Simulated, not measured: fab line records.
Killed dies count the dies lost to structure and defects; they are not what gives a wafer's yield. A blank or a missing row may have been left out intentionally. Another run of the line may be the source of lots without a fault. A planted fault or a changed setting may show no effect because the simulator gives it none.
Comparing a struck lot with a sound one    flow gf180mcu    16 out of 602 route steps
Sound: wafers L805.1, L805.5, L805.6. Struck: wafers L812.3, L812.4, L812.6. Last of all comes the cause.
Each step with rows lists, per side, the tool, then ch with its chambers, then its first start. Under that, the readings that differ: sound wafers    struck wafers    difference of the means    sigmas: that difference in standard deviations of wafers without a fault.
alike: readings whose means differ by less than 2 such deviations, and words and numbers that are the same on both sides. not compared: withheld readings, readings that some wafer has no value for, bounds like >300 that may hide the same value, and numbers for which the record gives no deviation and whose values overlap.
A row with sigmas, a row that says differs or no value, or rows on one side alone: a step with any of these is where the two part. Numbers that don't overlap but have no deviation are shown without sigmas and don't part them. A reading missing from all wafers of one side parts the sides only when that side holds two or more wafers.

first, 1 step without rows for these wafers: GF_HV_LDD_IMPLANT_09.
GF_HV_LDD_STRIP_10: strips in O2/N2.
  sound on plasmaAsher-03 ch 0,1, day 10 09:20; struck on plasmaAsher-02 ch 0,1, day 12 08:24
  alike: chamberPressureMTorr, drypumpMotorCurrentA, heaterPowerW, oesProductAu, stripTimeToEndpointS
  not compared: rfHoursCounterH
GF_HV_LDD_TW_MEAS_11:
  sound: filmMetro-02 at day 10 09:26; struck: filmMetro-01 at day 12 08:29
  alike: HV_LDD_TW
then, 7 steps without rows for these wafers: GF_HV_LDD_DEHYDRATE_12 (time 60 s); GF_HV_LDD_HMDS_13 (prime time 60 s); GF_HV_LDD_COAT_14 (resist thk 1000 nm); GF_HV_LDD_SOFTBAKE_15 (time 60 s); GF_HV_LDD_EXPOSE_16 (exposes mask Pplus LV AREA, target cd 400 nm); GF_HV_LDD_PEB_17; GF_HV_LDD_DEVELOP_18 (develop time 60 s).
GF_HV_LDD_CD_MEAS_19: target cd 400 nm.
  sound: cdSem-02 at day 11 04:01; struck: cdSem-01 at day 13 03:47
  alike: cdNm
GF_HV_LDD_OVL_MEAS_20:
  sound: overlay-01 at day 11 04:08; struck: overlay-02 at day 13 03:52
  alike: HV_LDD_01_OVL
GF_HV_LDD_IMPLANT_21:
  struck on implanter-04, day 13 03:56; sound on implanter-03 ch 0, day 11 04:11
  no value came back on the struck wafers for beamEnergyKeV, beamOnS (s), doseIonsCm2, faradayCurrentUA; on the sound wafers beamEnergyKeV reads 25.000 24.987 24.994
GF_HV_LDD_STRIP_22: strips in O2/N2.
  sound on plasmaAsher-02 ch 0,1, day 11 04:20; struck on plasmaAsher-04 ch 0,1, day 13 04:05
  alike: chamberPressureMTorr, drypumpMotorCurrentA, heaterPowerW, oesProductAu, stripTimeToEndpointS
  not compared: rfHoursCounterH
GF_HV_LDD_TW_MEAS_23:
  sound: filmMetro-02 at day 11 04:26; struck: filmMetro-01 at day 13 04:10
reading      sound           struck    difference  sigmas
HV_LDD_2_TW  1066 1063 1061  30 30 30  -1033       -99 or more
then, 1 step without rows for these wafers: GF_HV_LDD_DEHYDRATE_24 (time 60 s).

WHERE THEY PART
First at GF_HV_LDD_IMPLANT_21; last, within this record, at GF_HV_LDD_TW_MEAS_23.

WHY: the cause the simulator had injected
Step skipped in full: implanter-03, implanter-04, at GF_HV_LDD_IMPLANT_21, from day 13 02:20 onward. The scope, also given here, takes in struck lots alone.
